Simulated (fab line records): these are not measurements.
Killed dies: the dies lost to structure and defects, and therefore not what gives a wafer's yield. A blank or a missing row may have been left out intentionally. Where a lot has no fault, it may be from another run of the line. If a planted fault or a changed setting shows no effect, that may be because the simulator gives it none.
fab line records	flow sky130
record: lots: 6	wafers: 18	lastDay: 49
route steps=708 shown VT_ADJUST_HVTP@93 VT_ADJUST_LVTN@97 PAD_OPEN@708
lots with no fault: from the same line, run without faults
startH: hours from the record's opening day to when the first of the lot's shown wafers began	waitH: hours from the lot's prior step to this one	" same as the row above	L1.1+2: a row that stands for several wafers	- either no value or no given start	* or withheld: withheld	< > ~ a bound
route shown NAME@n: a module of which the file shows steps, and the number in the route of the first	usual: mean/standard deviation of fault-free wafers	same: alike in all rows	chamber/n: place in a boat	sites: each site's reading	_std_site: their standard deviation	_edge_site: inner sites' mean taken away from outer sites' mean	radiusMm: for every site, how far away it sits from the centre of the wafer	mask NAME#n: copy n	behind: the last tool/chamber to shape the wafer	hold: why the lot was held/for how many hours/how that ended	device: whichever transistor did not switch (one of n, p or np)	end of line: the tests these same wafers got at the end of their route	for a step that has no rows: nothing shown but its recipe	killed: not the wafer's yield, but the dies lost to structure and defects at the first sort	map: a wafer's dies, marking killed ones x, the rest . and places with no die _
set.NAME: the run value of the setting; set.NAME@STEP: its run value at that earlier step	model.NAME: the simulator's own value behind a step, which no gauge read
lots at selected steps of the route; one table per step, one row per wafer
services: from which hour (startH, from the record's first day; less than 0 if before it) a tool's chamber was out of use, for how many hours, and why
== steps ==
step: SKY_VT_ADJUST_HVTP_OVL_MEAS_08
usual: VT_ADJUST_HVTP_OVL: -0.8/1.4
lot.wafer	tool	chamber	startH	waitH	VT_ADJUST_HVTP_OVL[nm]
L805.1	overlay-01	-	141.20	0.1	-0.8
L805.3	"	-	"	"	-2.3
L805.6	"	-	"	"	-1.0
L812.2	overlay-02	-	183.82	0.1	0.1
L812.3	"	-	"	"	0.4
L812.5	"	-	"	"	0.6
L815.4	overlay-02	-	207.14	0.1	-1.1
L815.5	"	-	"	"	-1.4
L815.6	"	-	"	"	-2.4
L816.2	overlay-01	-	210.17	0.1	-0.2
L816.3	"	-	"	"	-0.9
L816.5	"	-	"	"	-2.3
L820.1	overlay-01	-	233.97	0.1	-1.5
L820.4	"	-	"	"	1.3
L820.6	"	-	"	"	0.7
L821.4	overlay-01	-	237.92	0.1	-1.2
L821.5	"	-	"	"	-1.6
L821.6	"	-	"	"	-1.5
step: SKY_VT_ADJUST_HVTP_IMPLANT_09
recipe: species: As	energyKev: 150	doseCm2: 4.3e+12	tiltDeg: withheld
step: SKY_VT_ADJUST_HVTP_STRIP_10
recipe: chemistry: O2/N2	powerW: 1400	pressureMtorr: 1500	platenTempC: withheld	o2FlowSccm: 3000	n2FlowSccm: 300	overashFraction: 0.5
usual: drypumpMotorCurrentA: 5.7/0.38	oesProductAu: 0.716/0.0041	stripTimeToEndpointS: 14.18/0.043
lot.wafer	tool	chamber	startH	waitH	drypumpMotorCurrentA	oesProductAu	rfHoursCounterH	stripTimeToEndpointS
L805.1	plasmaAsher-02	1	141.39	0.1	6.4	0.719	47	14.15
L805.3	"	1	"	"	6.4	0.722	-	14.16
L805.6	"	0	"	"	5.6	0.718	-	14.20
L812.2	plasmaAsher-04	1	184.00	0.1	5.8	0.709	6	14.15
L812.3	"	0	"	"	5.8	0.719	-	14.17
L812.5	"	1	"	"	5.8	0.711	-	14.17
L815.4	plasmaAsher-02	1	207.34	0.1	6.4	0.717	-	14.26
L815.5	"	0	"	"	5.6	0.717	-	14.24
L815.6	"	1	"	"	6.4	0.715	-	14.22
L816.2	plasmaAsher-02	1	210.35	0.1	6.4	0.714	54	14.10
L816.3	"	0	"	"	5.6	0.716	-	14.15
L816.5	"	0	"	"	5.6	0.713	-	14.19
L820.1	plasmaAsher-04	0	234.29	0.1	5.7	0.724	11	14.21
L820.4	"	0	"	"	5.7	0.727	-	14.21
L820.6	"	0	"	"	5.7	0.715	-	14.21
L821.4	plasmaAsher-03	1	238.12	0.1	5.2	0.712	-	14.20
L821.5	"	1	"	"	5.2	0.718	-	14.13
L821.6	"	0	"	"	5.3	0.713	-	14.13
step: SKY_VT_ADJUST_HVTP_TW_MEAS_11
usual: VT_ADJUST_HVTP_TW: 1360/10
lot.wafer	tool	chamber	startH	waitH	VT_ADJUST_HVTP_TW
L805.1	filmMetro-01	-	141.49	0.1	1343
L805.3	"	-	"	"	1339
L805.6	"	-	"	"	1334
L812.2	filmMetro-01	-	184.11	0.1	1354
L812.3	"	-	"	"	1360
L812.5	"	-	"	"	1353
L815.4	filmMetro-04	-	207.43	0.1	1379
L815.5	"	-	"	"	1388
L815.6	"	-	"	"	1378
L816.2	filmMetro-01	-	210.46	0.1	1354
L816.3	"	-	"	"	1358
L816.5	"	-	"	"	1356
L820.1	filmMetro-01	-	234.40	0.1	1356
L820.4	"	-	"	"	1356
L820.6	"	-	"	"	1358
L821.4	filmMetro-04	-	238.22	0.1	1368
L821.5	"	-	"	"	1362
L821.6	"	-	"	"	1368
step: SKY_VT_ADJUST_LVTN_DEHYDRATE_00
recipe: tempC: 200	timeS: 60
step: SKY_VT_ADJUST_LVTN_HMDS_01
recipe: primeTimeS: 60	primeTempC: 120
step: SKY_VT_ADJUST_LVTN_COAT_02
recipe: spinRpm: 2000	resistThkNm: 3000
step: SKY_VT_ADJUST_LVTN_SOFTBAKE_03
recipe: tempC: 110	timeS: withheld
step: SKY_VT_ADJUST_LVTN_EXPOSE_04
recipe: maskId: NWM_COMPLEMENT_LESS_NATIVE	na: 0.6	sourceShape: conventional	sigmaOuter: 0.6	polarization: unpolarized	targetCdNm: 840	doseMj: 194
step: SKY_VT_ADJUST_LVTN_PEB_05
recipe: tempC: 115	timeS: withheld
step: SKY_VT_ADJUST_LVTN_DEVELOP_06
recipe: wallAngleDeg: 90	developer: TMAH	developTimeS: 60	devTempC: 23
step: SKY_VT_ADJUST_LVTN_OVL_MEAS_07
usual: VT_ADJUST_LVTN_OVL: 0.0/1.3
lot.wafer	tool	chamber	startH	waitH	VT_ADJUST_LVTN_OVL[nm]
L805.1	overlay-02	-	161.40	-	-0.4
L805.3	"	-	"	"	-1.8
L805.6	"	-	"	"	-1.4
L812.2	overlay-01	-	205.70	-	1.4
L812.3	"	-	"	"	1.2
L812.5	"	-	"	"	1.7
L815.4	overlay-02	-	228.46	-	1.3
L815.5	"	-	"	"	0.3
L815.6	"	-	"	"	0.3
L816.2	overlay-02	-	230.76	-	-2.3
L816.3	"	-	"	"	0.2
L816.5	"	-	"	"	-0.6
L820.1	overlay-01	-	257.05	-	0.0
L820.4	"	-	"	"	-0.9
L820.6	"	-	"	"	-0.6
L821.4	overlay-02	-	261.82	-	-1.2
L821.5	"	-	"	"	-0.5
L821.6	"	-	"	"	0.2
step: SKY_VT_ADJUST_LVTN_IMPLANT_08
recipe: species: B	energyKev: 30	doseCm2: 1.57e+12	tiltDeg: withheld
usual: doseIonsCm2: 1.5699e+12/1.6e+09
lot.wafer	tool	chamber	startH	waitH	doseIonsCm2
L805.1	implanter-04	0	161.44	0.0	1.5727e+12
L805.3	"	0	"	"	1.5699e+12
L805.6	"	0	"	"	1.5716e+12
L812.2	implanter-01	0	205.75	0.0	1.5669e+12
L812.3	"	0	"	"	1.5703e+12
L812.5	"	0	"	"	1.566e+12
L815.4	implanter-01	0	228.55	0.1	1.5192e+12
L815.5	"	0	"	"	1.5206e+12
L815.6	"	0	"	"	1.5182e+12
L816.2	implanter-01	0	230.81	0.0	1.5178e+12
L816.3	"	0	"	"	1.5177e+12
L816.5	"	0	"	"	1.5163e+12
L820.1	implanter-04	0	257.08	0.0	1.5713e+12
L820.4	"	0	"	"	1.5677e+12
L820.6	"	0	"	"	1.5692e+12
L821.4	implanter-04	0	261.91	0.1	1.5684e+12
L821.5	"	0	"	"	1.5703e+12
L821.6	"	0	"	"	1.5715e+12
step: SKY_VT_ADJUST_LVTN_STRIP_09
recipe: chemistry: O2/N2	powerW: 1400	pressureMtorr: 1500	platenTempC: withheld	o2FlowSccm: 3000	n2FlowSccm: 300	overashFraction: 0.5
usual: drypumpMotorCurrentA: 5.7/0.44	oesProductAu: 0.722/0.0042	stripTimeToEndpointS: 36.92/0.086
lot.wafer	tool	chamber	startH	waitH	drypumpMotorCurrentA	oesProductAu	rfHoursCounterH	stripTimeToEndpointS
L805.1	plasmaAsher-02	1	161.59	0.1	6.4	0.720	49	36.99
L805.3	"	0	"	"	5.7	0.723	-	36.96
L805.6	"	0	"	"	5.6	0.720	-	36.83
L812.2	plasmaAsher-01	0	205.88	0.1	6.1	0.725	55	36.80
L812.3	"	0	"	"	6.1	0.727	-	36.93
L812.5	"	1	"	"	5.9	0.725	-	36.85
L815.4	plasmaAsher-03	1	228.66	0.1	5.2	0.721	-	36.87
L815.5	"	1	"	"	5.2	0.720	-	36.86
L815.6	"	0	"	"	5.3	0.722	-	36.73
L816.2	plasmaAsher-03	0	230.94	0.1	5.3	0.718	39	36.80
L816.3	"	1	"	"	5.2	0.720	-	36.89
L816.5	"	0	"	"	5.3	0.719	-	36.85
L820.1	plasmaAsher-02	1	257.23	0.1	6.4	0.716	58	36.86
L820.4	"	0	"	"	5.6	0.729	-	36.89
L820.6	"	1	"	"	6.4	0.720	-	36.77
L821.4	plasmaAsher-01	1	262.02	0.1	5.9	0.715	-	36.84
L821.5	"	1	"	"	5.9	0.720	-	36.83
L821.6	"	0	"	"	6.1	0.721	-	36.97
step: SKY_PAD_OPEN_PROBE_99
usual: killed_at_M0_to_M3: 43/8	killed_at_M4_up: 2.9/1.6	killedAtContacts: 26/5.2	killedAtFrontEnd: 15/4.3	killedAtOther: 0.3/0.56	killedDies: 87/10	killedOpen: 48/6.9	killedShort: 40/6.5
same: grossDies: 492	killedAtBackSide: 0
lot.wafer	tool	chamber	startH	waitH	killed_at_M0_to_M3	killed_at_M4_up	killedAtContacts	killedAtFrontEnd	killedAtOther	killedDies	killedOpen	killedShort
L805.1	prober-01	-	1092.11	0.1	49	2	30	11	0	92	58	34
L805.3	prober-01	-	1092.21	0.2	40	2	32	15	0	89	49	40
L805.6	prober-01	-	1092.36	0.2	32	2	31	19	0	84	48	36
L821.4	prober-02	-	1178.30	0.2	43	3	37	14	0	97	55	42
L821.5	prober-02	-	1178.35	0.2	33	2	27	20	0	82	42	40
L821.6	prober-02	-	1178.40	0.2	32	1	23	19	0	75	42	33
killed by level:class
L805.1 VIA1:geometricParticle:open=11 VIA2:geometricParticle:open=10 LI_CONTACT:geometricParticle:open=9 CONTACT:geometricParticle:open=8 METAL2:geometricParticle:short=6 LOCAL_INTERCONNECT:geometricParticle:short=5 VIA3:geometricParticle:open=5 FIELD_ISO:geometricParticle:short=4
L805.3 VIA1:geometricParticle:open=16 CONTACT:geometricParticle:open=11 CONTACT:geometricParticle:short=7 LOCAL_INTERCONNECT:geometricParticle:short=6 METAL2:geometricParticle:short=6 FIELD_ISO:geometricParticle:short=5 LI_CONTACT:geometricParticle:open=5 METAL1:geometricParticle:short=5
L805.6 LI_CONTACT:geometricParticle:open=12 VIA1:geometricParticle:open=10 CONTACT:geometricParticle:open=8 POLY_GATE:geometricParticle:open=6 METAL1:geometricParticle:short=6 POLY_GATE:geometricParticle:short=5 CONTACT:geometricParticle:short=4 LI_CONTACT:geometricParticle:short=4
L821.4 CONTACT:geometricParticle:open=20 VIA1:geometricParticle:short=8 LI_CONTACT:geometricParticle:open=7 VIA1:geometricParticle:open=7 METAL2:geometricParticle:short=7 VIA3:geometricParticle:open=6 METAL1:geometricParticle:short=5 LOCAL_INTERCONNECT:geometricParticle:short=4
L821.5 CONTACT:geometricParticle:open=11 POLY_GATE:geometricParticle:short=7 METAL2:geometricParticle:short=7 POLY_GATE:geometricParticle:open=6 LOCAL_INTERCONNECT:geometricParticle:short=5 LI_CONTACT:geometricParticle:open=5 METAL1:geometricParticle:short=4 VIA1:geometricParticle:open=4
L821.6 CONTACT:geometricParticle:open=10 VIA1:geometricParticle:open=7 VIA2:geometricParticle:open=6 LI_CONTACT:geometricParticle:open=6 METAL2:geometricParticle:short=5 POLY_GATE:geometricParticle:short=4 FIELD_ISO:geometricParticle:short=3 CONTACT:geometricParticle:short=3
== services ==
tool	chamber	startH	hours	kind
plasmaAsher-04	0	117.75	-	clean
plasmaAsher-04	1	117.75	-	clean
implanter-01	-	117.88	3.0	repair
plasmaAsher-04	-	119.83	3.0	repair
implanter-01	-	166.03	2.8	repair
implanter-01	-	185.57	4.3	pm
implanter-04	-	222.99	20.4	pm
implanter-04	-	248.29	2.4	repair
implanter-01	-	253.56	2.3	repair
== key ==
firstSign: step: SKY_VT_ADJUST_LVTN_IMPLANT_08	reading: doseIonsCm2	direction: down	sigmas: 32	usual: *	struck: *
effect none on later readings
metAt SKY_VT_ADJUST_LVTN_IMPLANT_08
struckWafers L815.4,L815.5,L815.6,L816.2,L816.3,L816.5
testerLeftOut L815,L816
onsetBetween 205.75 228.55
fault: kind: processParameterDrift	tool: implanter-01	chamber: -	onsetH: 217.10	steps: SKY_VT_ADJUST_LVTN_IMPLANT_08	channel: doseCm2	offset: *	shape: step	endH: 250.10	actsIn: *	stated: *
testerLeftOut: of these lots the tester's yield and bins aren't shown, on N5 and GAA mostly nor the transistor test; their killed dies are dies lost to structure and defects alone, not to doping, threshold or leakage, so they don't give the yield
